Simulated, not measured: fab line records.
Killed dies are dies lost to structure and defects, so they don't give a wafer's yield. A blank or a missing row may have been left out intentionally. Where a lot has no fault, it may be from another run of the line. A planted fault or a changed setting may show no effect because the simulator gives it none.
Problem report, 8D (eight disciplines) form, completed by code / flow sky130 / the parts of the form that need people (team, actions taken, sign-off) are left out

1. THE ISSUE
Wafers without a fault read 0.8 %, standard deviation 0.37; sort_bin_3_pad_short at SKY_PAD_OPEN_PROBE_99 reads a mean of 3.2 % on 2 wafers belonging to 2 lots. Relative to the usual mean, that is a shift of +6.4 standard deviations.
First observed at day 48 08:46: wafer L948.1, on prober-02. The record has a number at this step for 36 wafers belonging to 12 lots. Rule for "out" (also "out of limits"): further than 4 standard deviations from the usual mean. Any other wafer with a number is counted as sound.

2. WHAT IT IS, AND WHAT IT ISN'T
question=which readings at this step | is=sort_bin_3_pad_short, killed_at_M0_to_M3 | is not=killed_at_M4_up, killedAtContacts, killedAtFrontEnd, killedAtOther, killedOpen, killedShort, sort_bin_6_memory
question=which lots | is=L948, L949 | is not=L938, L939, L940, L941, L942, L946, L950, L952, L958, L959
question=which wafers of those lots | is=L948.1, L949.5 | is not=L948.2, L948.4, L949.2, L949.6
question=read on which tools | is=prober-02 | is not=prober-01
question=when | is=from day 48 08:46 | is not=up to then (18 sound wafers); but 16 sound wafers of L948, L949, L950, L952, L958, L959 came after

3. WHAT RULES OUT EACH SUSPECT
Counting: a tool at a process step up to the reading stays a suspect if it ran every lot that is out. Sound lots after the first of them don't rule it out here, since some wafers of a struck lot are sound.
- cvdW-01 at SKY_VIA2_CVD_21 (deposits W, target thk 420 nm, time 126.4 s): kept. Every lot that is out went through it, the first being L948 (day 39 13:55); the last sound lot it ran before that was L946 (day 38 21:34).
- prober-02 at SKY_PAD_OPEN_PROBE_99: kept. Every lot that is out went through it, the first being L948 (day 48 08:46); the last sound lot it ran before that was L946 (day 47 20:25). Out on those wafers are its own readings of killed_at_M0_to_M3, sort_bin_3_pad_short.
- The sound lot-mates ran in chamber 1 of cvdW-01 at SKY_VIA2_CVD_21, but the wafers that are out ran in chamber 0.
After counting, cvdW-01 at SKY_VIA2_CVD_21 and prober-02 at SKY_PAD_OPEN_PROBE_99 remain.

4. THE CAUSE (what the simulator had put in)
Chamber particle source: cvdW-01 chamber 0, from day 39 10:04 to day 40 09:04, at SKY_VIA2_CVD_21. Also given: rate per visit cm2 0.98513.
Of the 2 suspects that counting leaves, this tool is one.

5. SEQUENCE OF EFFECTS, ordered by route
One row per reading whose mean, taken over the struck wafers that have a number, lies over 3 standard deviations from the usual. Readings are gone through only where the record gives a usual standard deviation; hours: the median, over the lots, of the time from a lot's start at the first step in this table giving one to that lot's start at this step; sigmas: the change measured in usual standard deviations.
hours=0; step=SKY_PAD_OPEN_PROBE_99; reading=defectLimitedYield; usual=82.4 %; on struck wafers=73.5; change=-8.9; sigmas=-4.5
hours=0; step=SKY_PAD_OPEN_PROBE_99; reading=killed_at_M0_to_M3; usual=44; on struck wafers=96; change=+52; sigmas=+7.6
hours=0; step=SKY_PAD_OPEN_PROBE_99; reading=killedDies; usual=87; on struck wafers=130; change=+44; sigmas=+4.4
hours=0; step=SKY_PAD_OPEN_PROBE_99; reading=sort_bin_3_pad_short; usual=0.8 %; on struck wafers=3.2; change=+2.4; sigmas=+6.4
hours=0; step=SKY_PAD_OPEN_PROBE_99; reading=sort_bin_5_function; usual=10.5 %; on struck wafers=16.6; change=+6.1; sigmas=+4.1
hours=0; step=SKY_PAD_OPEN_PROBE_99; reading=sortNPass; usual=405; on struck wafers=362; change=-44; sigmas=-4.4
hours=0; step=SKY_PAD_OPEN_PROBE_99; reading=sortYieldPct; usual=82.4 %; on struck wafers=73.5; change=-8.9; sigmas=-4.5
Its process steps:
- SKY_PAD_OPEN_PROBE_99

6. WHAT WOULD HAVE CAUGHT IT SOONER
In this record the first reading out of limits was taken at day 48 08:46, 215 hours after the fault began at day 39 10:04.
Tool readings at SKY_VIA2_CVD_21 with a usual standard deviation given in the record: none out on any struck wafer, hence no alarm at a limit of 4 standard deviations on them.
Lots out: 2; all had begun SKY_VIA2_CVD_21 on cvdW-01 by day 48 08:46. A hold on the tool at that time would have spared none of them.
